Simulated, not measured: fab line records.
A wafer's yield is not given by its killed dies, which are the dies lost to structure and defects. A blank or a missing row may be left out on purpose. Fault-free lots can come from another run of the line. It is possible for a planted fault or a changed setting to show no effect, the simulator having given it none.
Chamber matching :: flow sky130 :: SKY_SONOS_ONO_ETCH_15 on rie_diel-02: 4 sister chambers
The step etches the open film in CHF3/O2, target depth 19.52 nm, time 7.8 s. 8 wafers are shown with their chamber, then 8 later ones without.

== EACH WAFER AND ITS CHAMBER ==
wafer: L696.1
chamber: 3
oes_product_au (a.u.): 1.008
throttle_valve_pct (%): 8.820

wafer: L698.1
chamber: 0
oes_product_au (a.u.): 0.996
throttle_valve_pct (%): 8.816

wafer: L698.2
chamber: 1
oes_product_au (a.u.): 0.992
throttle_valve_pct (%): 8.829

wafer: L698.3
chamber: 2
oes_product_au (a.u.): 1.016
throttle_valve_pct (%): 8.828

wafer: L706.1
chamber: 0
oes_product_au (a.u.): 0.980
throttle_valve_pct (%): 8.812

wafer: L706.2
chamber: 2
oes_product_au (a.u.): 1.013
throttle_valve_pct (%): 8.826

wafer: L706.3
chamber: 3
oes_product_au (a.u.): 1.003
throttle_valve_pct (%): 8.827

wafer: L707.2
chamber: 1
oes_product_au (a.u.): 0.986
throttle_valve_pct (%): 8.820

== WAFERS MISSING THEIR CHAMBER ==
wafer: L707.4
oes_product_au (a.u.): 1.004
throttle_valve_pct (%): 8.848

wafer: L707.6
oes_product_au (a.u.): 1.020
throttle_valve_pct (%): 8.836

wafer: L710.4
oes_product_au (a.u.): 0.999
throttle_valve_pct (%): 8.820

wafer: L710.5
oes_product_au (a.u.): 0.991
throttle_valve_pct (%): 8.824

wafer: L710.6
oes_product_au (a.u.): 1.013
throttle_valve_pct (%): 8.815

wafer: L713.4
oes_product_au (a.u.): 1.016
throttle_valve_pct (%): 8.832

wafer: L713.5
oes_product_au (a.u.): 1.002
throttle_valve_pct (%): 8.826

wafer: L713.6
oes_product_au (a.u.): 0.998
throttle_valve_pct (%): 8.825

== CHAMBER TAKEN BY EACH ==
wafer: L707.4
from the rows above: can't be placed: 2 or 3 or 1
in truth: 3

wafer: L707.6
from the rows above: can't be placed: 2 or 3
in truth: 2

wafer: L710.4
from the rows above: can't be placed: 3 or 1 or 0 or 2
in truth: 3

wafer: L710.5
from the rows above: can't be placed: 1 or 3
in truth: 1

wafer: L710.6
from the rows above: can't be placed: 3 or 2 or 0
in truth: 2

wafer: L713.4
from the rows above: can't be placed: 2 or 3
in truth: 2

wafer: L713.5
from the rows above: can't be placed: 3 or 2 or 1
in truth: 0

wafer: L713.6
from the rows above: can't be placed: 3 or 1 or 2 or 0
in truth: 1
Correctly placed: 0 of 8. These rows do not allow placing 8 (true chamber among the candidates in 7). Wrongly placed: 0.
How it was worked out, from the rows above alone: a wafer's distance from a chamber is the root of the sum, over the readings, of the square of ((its reading less the chamber's mean) divided by the reading's scatter). If the next closest chamber is less than 2 further off than the closest, the wafer can't be placed; otherwise it belongs to the closest. For every chamber, the mean is computed from those of its wafers that are shown. How the scatter is found: for the shown wafers, subtract from each reading the mean of its chamber, square and add these, divide the total by (wafers less chambers), then take the root.
